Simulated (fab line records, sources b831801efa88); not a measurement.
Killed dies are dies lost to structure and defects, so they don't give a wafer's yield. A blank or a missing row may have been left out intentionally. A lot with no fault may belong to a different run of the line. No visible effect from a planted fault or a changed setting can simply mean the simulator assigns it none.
Split-lot trial -- flow sfqLine -- on a route of 325 steps: 5 lots, 23 wafers read

== SPLIT DETAILS ==
At SFQ_TRILAYER_M3_LITHO_PEB_078 (peb time 60 s), the setting pebTempC was moved away from the recipe's 115 C on 7 of the 23 wafers read, by -1.3% to +2.7%. All remaining wafers had this setting at the recipe value.

== FROM THE SPLIT TO THE READING: what the file shows between them, 1 step ==
- SFQ_TRILAYER_M3_LITHO_DEVELOP_077: time 60 s

== THE READING ==
M3.cdNm (the simulator's own value, which no gauge read), in nm, at SFQ_TRILAYER_M3_BARC_OPEN_METAL_ETCH_100 (etches BARC in O2, target depth 125 nm, time 41.7 s). There is no usual value for it anywhere in the file. The 16 wafers here that ran the recipe average 501.1 nm, standard deviation 0.95 nm.

wafer,"tool, chamber at the split","pebTempC as run, C",against the recipe,"M3.cdNm, nm",against lot-mates on the recipe
L078.1,"lithoTrack-02, 0",115,recipe,501.2,-
L078.2,"lithoTrack-02, 0",117.1,+1.8%,467.1,-34.4
L078.3,"lithoTrack-02, 0",115,recipe,501.8,-
L078.4,"lithoTrack-02, 0",115,recipe,501.5,-
L078.5,"lithoTrack-02, 0",117.1,+1.8%,465.7,-35.8
L079.1,"lithoTrack-02, 0",115,recipe,499.2,-
L079.4,"lithoTrack-02, 0",115,recipe,501,-
L079.5,"lithoTrack-02, 0",115,recipe,501.2,-
L080.1,"lithoTrack-01, 0",115,recipe,500,-
L080.2,"lithoTrack-01, 0",118.1,+2.7%,449.9,-50.1
L080.3,"lithoTrack-01, 0",118.1,+2.7%,450.4,-49.6
L080.5,"lithoTrack-01, 0",115,recipe,499.9,-
L080.6,"lithoTrack-01, 0",118.1,+2.7%,449.8,-50.1
L084.1,"lithoTrack-01, 0",115,recipe,502.2,-
L084.2,"lithoTrack-01, 0",115,recipe,501.4,-
L084.3,"lithoTrack-01, 0",113.5,-1.3%,530.1,+27.9
L084.4,"lithoTrack-01, 0",113.5,-1.3%,531.8,+29.6
L084.5,"lithoTrack-01, 0",115,recipe,502.9,-
L085.1,"lithoTrack-03, 0",115,recipe,500.6,-
L085.2,"lithoTrack-03, 0",115,recipe,500.5,-
L085.3,"lithoTrack-03, 0",115,recipe,502,-
L085.4,"lithoTrack-03, 0",115,recipe,499.9,-
L085.5,"lithoTrack-03, 0",115,recipe,501.5,-

FIT RESULTS
A straight line over all 23 wafers: M3.cdNm changes by -19.6 nm for each +1% of pebTempC; r = -1.00; the points scatter about the line by 1.6 nm.
The same after taking each lot's own level away (the mean of its wafers on the recipe; 23 wafers): -19.2 nm for each +1%; r = -1.00; scatter 1.4 nm.
According to that fit, moving pebTempC by its largest amount changes the reading by 52 nm.
Across the lots, their own levels run from 499.95 to 502.17 nm, a range of 2.3 times the standard deviation given above.
Consequently the slope shifts little with the lot-to-lot level, the two slopes agreeing.
Check: with one of the wafers moved furthest among these (+2.7%) left out of the fit, the line predicts -51.6 nm for it against its lot-mates. Against them it came out at -50.1 nm.

== ADDITIONAL SPLITS CARRIED BY THESE WAFERS ==
These wafers also went through other splits before the reading. Each is held against what the fit with the lots' levels taken away leaves over:
other split on the same wafers,wafers away from the commonest value,r with M3.cdNm (lot level and that fit taken away)
SFQ_TRILAYER_I1_VIA_BARC_OPEN_VIA_ETCH_071 sourceW,5,-0.13
SFQ_TRILAYER_M2_DEP_SPUTTER_055 powerW,7,+0.16
SFQ_TRILAYER_M2_LITHO_PEB_060 pebTimeS,8,-0.20
SFQ_TRILAYER_I2_DEP_PECVD_063 timeS,9,-0.17
SFQ_TRILAYER_I2_VIA_LITHO_COAT_067 resistThkNm,5,+0.14

== THE FILE'S OWN FIT ==
M3.cdNm changes by -19.2 nm for each +1% of pebTempC, r = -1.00.
